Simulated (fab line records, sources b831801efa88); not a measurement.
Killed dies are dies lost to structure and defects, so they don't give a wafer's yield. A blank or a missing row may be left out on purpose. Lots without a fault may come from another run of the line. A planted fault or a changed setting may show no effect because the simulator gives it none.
fab line records | flow gf180mcu
record lots=5 wafers=23
route steps=602 shown MIM@508 V5@544 TOP_METAL@567 PASSIVATION@593
start_h: hours from the record's first day to the start of the lot's first wafer shown | wait_h: hours since the lot's step before | " the same as in the row above | L1.1+2: a row that stands for several wafers | - no value, or no start given | * or withheld: withheld | < > ~ a bound
route shown NAME@n: a module of which the file shows steps, and the number in the route of the first | usual: mean/standard deviation of fault-free wafers | same: alike in all rows | chamber/n: place in a boat | sites: the reading at each site | _std_site: their standard deviation | _edge_site: outer sites' mean less inner sites' | radius_mm: how far each site lies from the wafer's centre | mask NAME#n: copy n | behind: the tool/chamber that last shaped the wafer | hold: why the lot was held/for how many hours/how that ended | device: the transistor (n, p or np) that didn't switch | end of line: the same wafers' tests at the end of the route | a step without rows: its recipe alone | killed: dies lost to structure and defects at the first sort, not the wafer's yield | map: a wafer's dies, x killed, . not, _ none there
set.NAME: the setting as run; set.NAME@STEP: as run at that earlier step | model.NAME: the simulator's own value behind a step, which no gauge read
lots whose settings were changed on purpose; a table a step, a row a wafer
## steps
# step GF_MIM_CVD_05
# recipe material=Si3N4 target_thk_nm=42 temp_max_c=400 temp_c=385 time_s=29.086 rf_w=450
# columns lot.wafer tool chamber start_h wait_h set.time_s model.Si3N4_of_MIM_CVD_05.thk_nm
L076.1 pecvd-04 1 584.54 0.0 29.086 41.78
L076.5 " 2 " " 29.086 41.58
L076.6 " 1 " " 29.086 42.47
L078.1 pecvd-03 1 599.09 0.0 33.18 47.46
L078.2 " 2 " " 29.086 42.03
L078.4 " 1 " " 33.18 48.15
L078.5 " 2 " " 29.086 42.54
L078.6 " 0 " " 29.086 42.4
L082.1 pecvd-02 1 627.46 0.0 32.82 46.97
L082.2 " 2 " " 29.086 42.46
L082.3 " 2 " " 29.086 42.79
L082.4 " 1 " " 29.086 42.24
L082.5 " 1 " " 32.82 47.66
L083.2 pecvd-04 0 633.07 0.0 25.85 36.85
L083.3 " 1 " " 29.086 41.87
L083.4 " 0 " " 29.086 41.77
L083.5 " 1 " " 29.086 42.51
L083.6 " 2 " " 25.85 37.03
L084.2 pecvd-04 2 643.40 0.0 29.086 40.91
L084.3 " 0 " " 29.086 41.36
L084.4 " 2 " " 29.086 41.65
L084.5 " 1 " " 29.086 42.37
L084.6 " 0 " " 29.086 41.77
# step GF_MIM_THK_MEAS_06
# recipe reads=Si3N4_of_MIM_CVD_05
# usual MIM_CVD_05_THK=42.0/0.52
# columns lot.wafer tool chamber start_h wait_h set.time_s@MIM_CVD_05 MIM_CVD_05_THK[nm]
L076.1 film_metro-04 - 584.57 0.0 29.086 41.8
L076.5 " - " " 29.086 41.6
L076.6 " - " " 29.086 42.5
L078.1 film_metro-03 - 599.12 0.0 33.18 47.4
L078.2 " - " " 29.086 42.0
L078.4 " - " " 33.18 48.2
L078.5 " - " " 29.086 42.6
L078.6 " - " " 29.086 42.4
L082.1 film_metro-02 - 627.51 0.0 32.82 47.0
L082.2 " - " " 29.086 42.5
L082.3 " - " " 29.086 42.8
L082.4 " - " " 29.086 42.2
L082.5 " - " " 32.82 47.7
L083.2 film_metro-03 - 633.11 0.0 25.85 36.8
L083.3 " - " " 29.086 41.9
L083.4 " - " " 29.086 41.8
L083.5 " - " " 29.086 42.5
L083.6 " - " " 25.85 37.0
L084.2 film_metro-04 - 643.44 0.0 29.086 40.9
L084.3 " - " " 29.086 41.4
L084.4 " - " " 29.086 41.7
L084.5 " - " " 29.086 42.4
L084.6 " - " " 29.086 41.8
# step GF_MIM_SPUTTER_08
# recipe material=AlCu target_thk_nm=200 power_w=10600 time_s=10.6 chamber_pressure_pa=0.4
# columns lot.wafer tool chamber start_h wait_h set.time_s model.AlCu_of_MIM_SPUTTER_08.thk_nm
L076.1 pvd_sputter-04 - 584.68 0.0 10.6 200.5
L076.5 " - " " 10.6 201.6
L076.6 " - " " 10.6 201.8
L078.1 pvd_sputter-04 - 599.23 0.0 10.6 196.5
L078.2 " - " " 11.72 219
L078.4 " - " " 10.6 198.2
L078.5 " - " " 10.6 197.3
L078.6 " - " " 11.72 219.4
L082.1 pvd_sputter-04 - 627.61 0.0 10.6 198.5
L082.2 " - " " 12.11 228
L082.3 " - " " 12.11 228.9
L082.4 " - " " 10.6 200
L082.5 " - " " 12.11 226.9
L083.2+6 pvd_sputter-04 - 633.21 0.0 10.6 200
L083.3 " - " " 10.6 199
L083.4 " - " " 10.6 198.2
L083.5 " - " " 10.6 199.2
L084.2 pvd_sputter-01 - 643.53 0.0 10.6 200.9
L084.3 " - " " 10.6 200.6
L084.4 " - " " 9.728 182.7
L084.5 " - " " 9.728 184.3
L084.6 " - " " 9.728 183.7
# step GF_MIM_SPUTTER_09
# recipe material=TiN target_thk_nm=35 power_w=6500 time_s=29.2 chamber_pressure_pa=0.4
# step GF_MIM_RS_MEAS_10
# recipe thk_meas_gauge=four-point-probe reads=TiN_of_MIM_SPUTTER_09+AlCu_of_MIM_SPUTTER_08+TiN_of_MIM_SPUTTER_07
# usual MIM_ALCU_RS=0.1607/0.0011
# columns lot.wafer tool chamber start_h wait_h set.time_s@MIM_SPUTTER_08 MIM_ALCU_RS[ohm/sq]
L076.1 film_metro-04 - 584.73 0.0 10.6 0.1595
L076.5 " - " " 10.6 0.1588
L076.6 " - " " 10.6 0.1588
L078.1 film_metro-03 - 599.28 0.0 10.6 0.1632
L078.2 " - " " 11.72 0.1458
L078.4 " - " " 10.6 0.1617
L078.5 " - " " 10.6 0.1624
L078.6 " - " " 11.72 0.1457
L082.1 film_metro-03 - 627.67 0.0 10.6 0.1617
L082.2 " - " " 12.11 0.1398
L082.3 " - " " 12.11 0.1390
L082.4 " - " " 10.6 0.1600
L082.5 " - " " 12.11 0.1403
L083.2 film_metro-03 - 633.28 0.0 10.6 0.1600
L083.3 " - " " 10.6 0.1613
L083.4 " - " " 10.6 0.1616
L083.5 " - " " 10.6 0.1611
L083.6 " - " " 10.6 0.1602
L084.2 film_metro-02 - 643.61 0.0 10.6 0.1596
L084.3 " - " " 10.6 0.1594
L084.4 " - " " 9.728 0.1760
L084.5 " - " " 9.728 0.1747
L084.6 " - " " 9.728 0.1753
# step GF_MIM_THK_MEAS_11
# recipe thk_meas_gauge=xrf reads=AlCu_of_MIM_SPUTTER_08
# usual MIM_ALCU_THK=199.5/1.4
# columns lot.wafer tool chamber start_h wait_h set.time_s@MIM_SPUTTER_08 MIM_ALCU_THK[nm]
L076.1 film_metro-04 - 584.85 0.1 10.6 199.1
L076.5 " - " " 10.6 200.1
L076.6 " - " " 10.6 200.5
L078.1 film_metro-03 - 599.40 0.1 10.6 197.4
L078.2 " - " " 11.72 220.1
L078.4 " - " " 10.6 200.0
L078.5 " - " " 10.6 198.9
L078.6 " - " " 11.72 220.7
L082.1 film_metro-03 - 627.79 0.1 10.6 199.7
L082.2 " - " " 12.11 229.4
L082.3 " - " " 12.11 229.9
L082.4 " - " " 10.6 201.8
L082.5 " - " " 12.11 226.7
L083.2 film_metro-03 - 633.39 0.1 10.6 201.9
L083.3 " - " " 10.6 200.4
L083.4 " - " " 10.6 200.3
L083.5 " - " " 10.6 199.5
L083.6 " - " " 10.6 201.7
L084.2 film_metro-02 - 643.72 0.1 10.6 200.1
L084.3 " - " " 10.6 199.4
L084.4 " - " " 9.728 182.4
L084.5 " - " " 9.728 183.1
L084.6 " - " " 9.728 183.4
# step GF_MIM_EXPOSE_16
# recipe mask_id=FuseTop target_cd_nm=2000 na=0.6 source_shape=conventional sigma_outer=0.6 dose_mj=140
# columns lot.wafer tool chamber start_h wait_h mask set.dose_mj
L076.1+5+6 iline_stepper-01 0 - - FuseTop#0 140
L078.1+2+5 iline_stepper-01 0 - - FuseTop#0 144.5
L078.4+6 " 0 " " FuseTop#0 140
L082.1+2+4 iline_stepper-02 0 - - FuseTop#0 140
L082.3+5 " 0 " " FuseTop#0 129.6
L083.2+5+6 iline_stepper-02 0 - - FuseTop#0 140
L083.3+4 " 0 " " FuseTop#0 130.2
L084.2+3+4+5+6 iline_stepper-01 0 - - FuseTop#0 140
# step GF_MIM_PEB_17
# recipe temp_c=withheld time_s=* resist=NOVOLAK
# step GF_MIM_DEVELOP_18
# recipe develop_time_s=60 dev_temp_c=23
# step GF_MIM_METAL_ETCH_19
# recipe chemistry=Cl2/BCl3 mask_material=NOVOLAK stop_on=Si3N4 target_depth_nm=324.5 pressure_mtorr=8 icp_w=800 bias_w=140 Cl2_flow_sccm=80 bcl3_flow_sccm=40 time_s=54.1
# usual oes_product_au=0.941/0.0048
# columns lot.wafer tool chamber start_h wait_h set.time_s@MIM_SPUTTER_08 set.dose_mj@MIM_EXPOSE_16 oes_product_au model.MIM.cd_nm
L076.1 rie_metal-02 1 605.68 0.1 10.6 140 0.940 2002
L076.5 " 0 " " 10.6 140 0.940 2000
L076.6 " 1 " " 10.6 140 0.953 2001
L078.1 rie_metal-04 1 620.08 0.1 10.6 144.5 0.931 1989
L078.2 " 0 " " 11.72 144.5 0.977 1993
L078.4 " 1 " " 10.6 140 0.933 1997
L078.5 " 0 " " 10.6 144.5 0.936 1989
L078.6 " 1 " " 11.72 140 0.976 2000
L082.1 rie_metal-04 0 647.21 0.1 10.6 140 0.935 2002
L082.2 " 1 " " 12.11 140 0.986 2001
L082.3 " 0 " " 12.11 129.6 0.980 2025
L082.4 " 1 " " 10.6 140 0.948 2002
L082.5 " 0 " " 12.11 129.6 0.991 2027
L083.2 rie_metal-04 0 653.26 0.1 10.6 140 0.953 2003
L083.3 " 1 " " 10.6 130.2 0.942 2024
L083.4 " 0 " " 10.6 130.2 0.943 2025
L083.5 " 0 " " 10.6 140 0.939 2006
L083.6 " 1 " " 10.6 140 0.939 2006
L084.2 rie_metal-02 0 663.53 0.1 10.6 140 0.946 1997
L084.3 " 1 " " 10.6 140 0.941 1997
L084.4 " 0 " " 9.728 140 0.910 1995
L084.5 " 1 " " 9.728 140 0.911 1996
L084.6 " 0 " " 9.728 140 0.910 1996
# step GF_V5_CMP_04
# recipe material=SiO2 down_force_psi=4 platen_rpm=60 pad_velocity_m_s=0.94248
# columns lot.wafer tool chamber start_h wait_h set.leave_above_ref_nm model.SiO2_of_V5_CVD_02.thk_nm
L076.1 cmp-01 1 628.09 0.1 855 853.6
L076.5 " 3 " " 855 855.5
L076.6 " 0 " " 855 855.4
L078.2 cmp-01 3 642.73 0.1 904 903.7
L078.1 " 0 " " 904 906.3
L078.4 " 2 " " 904 906
L078.6 " 3 " " 855 855.6
L078.5 " 0 " " 855 857
L082.4 cmp-01 1 668.25 0.1 855 854.1
L082.3 " 2 " " 855 855.2
L082.2 " 3 " " 855 855.7
L082.1 " 0 " " 855 857.4
L082.5 " 2 " " 855 856.5
L083.2 cmp-02 2 674.34 0.3 855 854.8
L083.3 " 3 " " 855 853.8
L083.4 " 0 " " 874 874.5
L083.5 " 2 " " 874 873.7
L083.6 " 3 " " 874 873.6
L084.3 cmp-01 1 684.47 0.0 855 854.9
L084.4 " 3 " " 855 856
L084.2 " 0 " " 855 857.4
L084.5 " 1 " " 855 855
L084.6 " 2 " " 855 855.9
# step GF_TOP_METAL_SPUTTER_00
# recipe material=Ti target_thk_nm=37.5 arriving_ion_energy_ev=80 substrate_temp_c=200 chamber_pressure_pa=2 power_w=4000 time_s=150
# columns lot.wafer tool chamber start_h wait_h set.chamber_pressure_pa model.Ti_of_TOP_METAL_SPUTTER_00.thk_nm
L076.1 pvd_sputter-03 - 650.30 0.2 2 37.51
L076.5 " - " " 2 37.73
L076.6 " - " " 2 37.13
L078.1 pvd_sputter-04 - 664.26 0.1 1.828 39.17
L078.2+6 " - " " 1.828 38.8
L078.4 " - " " 1.828 38.76
L078.5 " - " " 1.828 39.08
L082.1 pvd_sputter-02 - 689.32 0.2 1.754 40.69
L082.2 " - " " 1.754 41.1
L082.3 " - " " 1.754 41.2
L082.4 " - " " 1.754 40.73
L082.5 " - " " 1.754 41.09
L083.2 pvd_sputter-04 - 695.80 0.1 2 37.26
L083.3 " - " " 2 37.89
L083.4 " - " " 2 37.41
L083.5 " - " " 2 37.36
L083.6 " - " " 2 37.38
L084.2 pvd_sputter-03 - 704.76 0.1 1.794 40.45
L084.3 " - " " 1.794 40.5
L084.4 " - " " 1.794 40.01
L084.5 " - " " 1.794 40.23
L084.6 " - " " 1.794 40.05
# step GF_TOP_METAL_EXPOSE_11
# recipe mask_id=MetalTop target_cd_nm=440 na=0.6 source_shape=conventional sigma_outer=0.6 dose_mj=170
# columns lot.wafer tool chamber start_h wait_h mask set.dose_mj
L076.1+5+6 iline_stepper-01 0 - - MetalTop#0 170
L078.1+2+4+5+6 iline_stepper-01 0 - - MetalTop#0 170
L082.1+3 iline_stepper-01 0 - - MetalTop#0 170
L082.2+4+5 " 0 " " MetalTop#0 163.2
L083.2+3+6 iline_stepper-02 0 - - MetalTop#0 170
L083.4+5 " 0 " " MetalTop#0 178.5
L084.2+5+6 iline_stepper-02 0 - - MetalTop#0 170
L084.3+4 " 0 " " MetalTop#0 164.4
# step GF_TOP_METAL_PEB_12
# recipe temp_c=withheld time_s=* resist=NOVOLAK
# step GF_TOP_METAL_DEVELOP_13
# recipe develop_time_s=60 dev_temp_c=23
# step GF_TOP_METAL_CD_MEAS_14
# recipe target_cd_nm=440
# usual cd_nm=439.9/2
# columns lot.wafer tool chamber start_h wait_h set.dose_mj@TOP_METAL_EXPOSE_11 cd_nm
L076.1 cd_sem-01 - 670.13 0.1 170 442.8
L076.5 " - " " 170 440.1
L076.6 " - " " 170 441.3
L078.1 cd_sem-02 - 683.46 0.1 170 442.9
L078.2 " - " " 170 440.6
L078.4 " - " " 170 441.1
L078.5 " - " " 170 442.2
L078.6 " - " " 170 442.7
L082.1 cd_sem-01 - 707.88 0.1 170 436.2
L082.2 " - " " 163.2 447.6
L082.3 " - " " 170 436.1
L082.4 " - " " 163.2 448.7
L082.5 " - " " 163.2 446.7
L083.2 cd_sem-01 - 714.65 0.1 170 440.1
L083.3 " - " " 170 440.2
L083.4 " - " " 178.5 426.9
L083.5 " - " " 178.5 427.5
L083.6 " - " " 170 439.7
L084.2 cd_sem-01 - 722.55 0.1 170 440.7
L084.3 " - " " 164.4 448.6
L084.4 " - " " 164.4 451.0
L084.5 " - " " 170 440.2
L084.6 " - " " 170 442.9
# step GF_PASSIVATION_COAT_06
# recipe spin_rpm=2000 resist_thk_nm=4000
# columns lot.wafer tool chamber start_h wait_h set.resist_thk_nm model.coat_of_PASSIVATION_COAT_06.thk_nm
L076.1 litho_track-04 0 680.26 0.1 4000 3998
L076.5 " 0 " " 4000 4013
L076.6 " 0 " " 4000 4010
L078.1 litho_track-04 0 694.11 0.1 4000 4018
L078.2 " 0 " " 4226 4259
L078.4 " 0 " " 4000 4015
L078.5 " 0 " " 4226 4247
L078.6 " 0 " " 4000 4035
L082.1 litho_track-02 0 717.61 0.1 4000 4021
L082.2 " 0 " " 4000 4020
L082.3 " 0 " " 4199 4232
L082.4 " 0 " " 4000 4024
L082.5 " 0 " " 4199 4218
L083.2 litho_track-01 0 724.30 0.1 4000 4023
L083.3 " 0 " " 4223 4232
L083.4 " 0 " " 4223 4244
L083.5 " 0 " " 4223 4231
L083.6 " 0 " " 4000 4002
L084.2 litho_track-04 0 732.88 0.1 4000 3992
L084.3 " 0 " " 4120 4122
L084.4 " 0 " " 4120 4110
L084.5 " 0 " " 4000 3998
L084.6 " 0 " " 4120 4117
# step GF_PASSIVATION_SOFTBAKE_07
# recipe temp_c=110 time_s=withheld
# step GF_PASSIVATION_EXPOSE_08
# recipe mask_id=Pad target_cd_nm=40000 na=0.57 dose_mj=310
# step GF_PASSIVATION_PEB_09
# recipe temp_c=115 time_s=withheld
# step GF_PASSIVATION_DEVELOP_10
# recipe develop_time_s=60 dev_temp_c=23
# step GF_PASSIVATION_ETCH_11
# recipe chemistry=CF4/O2 target_depth_nm=1800 stop_on=TiN source_w=800 bias_w=150 pressure_mtorr=150 cf4_flow_sccm=80 O2_flow_sccm=10 time_s=400
# columns lot.wafer tool chamber start_h wait_h set.resist_thk_nm@PASSIVATION_COAT_06 model.coat_of_PASSIVATION_COAT_06.thk_nm
L076.1 rie_diel-03 2 689.76 - 4000 2793
L076.5 " 1 " " 4000 2771
L076.6 " 2 " " 4000 2809
L078.1 rie_diel-03 2 703.36 - 4000 2829
L078.2 " 3 " " 4226 3052
L078.4 " 1 " " 4000 2793
L078.5 " 1 " " 4226 3028
L078.6 " 0 " " 4000 2838
L082.1 rie_diel-03 1 726.81 - 4000 2793
L082.2 " 2 " " 4000 2818
L082.3 " 0 " " 4199 3018
L082.4 " 3 " " 4000 2817
L082.5 " 1 " " 4199 2999
L083.2 rie_diel-04 3 733.41 - 4000 2830
L083.3 " 2 " " 4223 3009
L083.4 " 0 " " 4223 3035
L083.5 " 1 " " 4223 3036
L083.6 " 0 " " 4000 2807
L084.2 rie_diel-02 2 741.38 - 4000 2774
L084.3 " 1 " " 4120 2898
L084.4 " 0 " " 4120 2916
L084.5 " 3 " " 4000 2809
L084.6 " 2 " " 4120 2888
# step GF_PASSIVATION_STRIP_12
# recipe chemistry=O2/N2 power_w=1400 pressure_mtorr=1500 platen_temp_c=250 o2_flow_sccm=3000 n2_flow_sccm=300 overash_fraction=0.5
# usual oes_product_au=0.720/0.0044 strip_time_to_endpoint_s=34.80/0.22
# columns lot.wafer tool chamber start_h wait_h set.pressure_mtorr set.resist_thk_nm@PASSIVATION_COAT_06 oes_product_au strip_time_to_endpoint_s
L076.1 plasma_asher-01 0 690.00 0.1 1500 4000 0.717 34.70
L076.5 " 0 " " 1500 4000 0.715 34.42
L076.6 " 1 " " 1500 4000 0.725 34.89
L078.1 plasma_asher-02 0 703.59 0.1 1335 4000 0.705 36.41
L078.2 " 1 " " 1335 4226 0.705 39.03
L078.4 " 0 " " 1335 4000 0.705 35.99
L078.5 " 1 " " 1335 4226 0.704 38.79
L078.6 " 0 " " 1335 4000 0.709 36.54
L082.1 plasma_asher-04 0 727.04 0.1 1716 4000 0.732 33.66
L082.2 " 1 " " 1716 4000 0.733 33.94
L082.3 " 1 " " 1716 4199 0.736 36.16
L082.4 " 0 " " 1716 4000 0.732 33.94
L082.5 " 1 " " 1716 4199 0.737 35.97
L083.2 plasma_asher-04 1 733.65 0.1 1657 4000 0.721 34.34
L083.3 " 0 " " 1657 4223 0.736 36.31
L083.4 " 1 " " 1657 4223 0.732 36.62
L083.5 " 1 " " 1657 4223 0.726 36.61
L083.6 " 0 " " 1657 4000 0.728 34.04
L084.2 plasma_asher-04 0 741.62 0.1 1677 4000 0.736 33.59
L084.3 " 1 " " 1677 4120 0.734 34.98
L084.4 " 0 " " 1677 4120 0.735 35.18
L084.5 " 1 " " 1677 4000 0.732 33.99
L084.6 " 0 " " 1677 4120 0.732 34.87
## key
split step=GF_MIM_CVD_05 setting=time_s stated=29.086 by=wafer
response step=GF_MIM_CVD_05 reading=model.Si3N4_of_MIM_CVD_05.thk_nm change=+0.402 per=1% r=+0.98
response step=GF_MIM_THK_MEAS_06 reading=MIM_CVD_05_THK change=+0.404 per=1% r=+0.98
split step=GF_MIM_SPUTTER_08 setting=time_s stated=10.6 by=wafer
response step=GF_MIM_SPUTTER_08 reading=model.AlCu_of_MIM_SPUTTER_08.thk_nm change=+2.04 per=1% r=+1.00
response step=GF_MIM_RS_MEAS_10 reading=MIM_ALCU_RS change=-0.00159 per=1% r=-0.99
response step=GF_MIM_THK_MEAS_11 reading=MIM_ALCU_THK change=+2 per=1% r=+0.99
response step=GF_MIM_METAL_ETCH_19 reading=oes_product_au change=+0.00354 per=1% r=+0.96
split step=GF_MIM_EXPOSE_16 setting=dose_mj stated=140 by=wafer
response step=GF_MIM_METAL_ETCH_19 reading=model.MIM.cd_nm change=-3.01 per=1% r=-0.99
split step=GF_V5_CMP_04 setting=leave_above_ref_nm stated=855 by=wafer
response step=GF_V5_CMP_04 reading=model.SiO2_of_V5_CVD_02.thk_nm change=+8.6 per=1% r=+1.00
split step=GF_TOP_METAL_SPUTTER_00 setting=chamber_pressure_pa stated=2 by=lot
response step=GF_TOP_METAL_SPUTTER_00 reading=model.Ti_of_TOP_METAL_SPUTTER_00.thk_nm change=-0.266 per=1% r=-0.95
split step=GF_TOP_METAL_EXPOSE_11 setting=dose_mj stated=170 by=wafer
response step=GF_TOP_METAL_CD_MEAS_14 reading=cd_nm change=-2.67 per=1% r=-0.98
split step=GF_PASSIVATION_COAT_06 setting=resist_thk_nm stated=4000 by=wafer
response step=GF_PASSIVATION_COAT_06 reading=model.coat_of_PASSIVATION_COAT_06.thk_nm change=+40.5 per=1% r=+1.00
response step=GF_PASSIVATION_ETCH_11 reading=model.coat_of_PASSIVATION_COAT_06.thk_nm change=+38.5 per=1% r=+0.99
response step=GF_PASSIVATION_STRIP_12 reading=strip_time_to_endpoint_s change=* per=1% r=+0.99
split step=GF_PASSIVATION_STRIP_12 setting=pressure_mtorr stated=1500 by=lot
response step=GF_PASSIVATION_STRIP_12 reading=oes_product_au change=+0.00114 per=1% r=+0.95
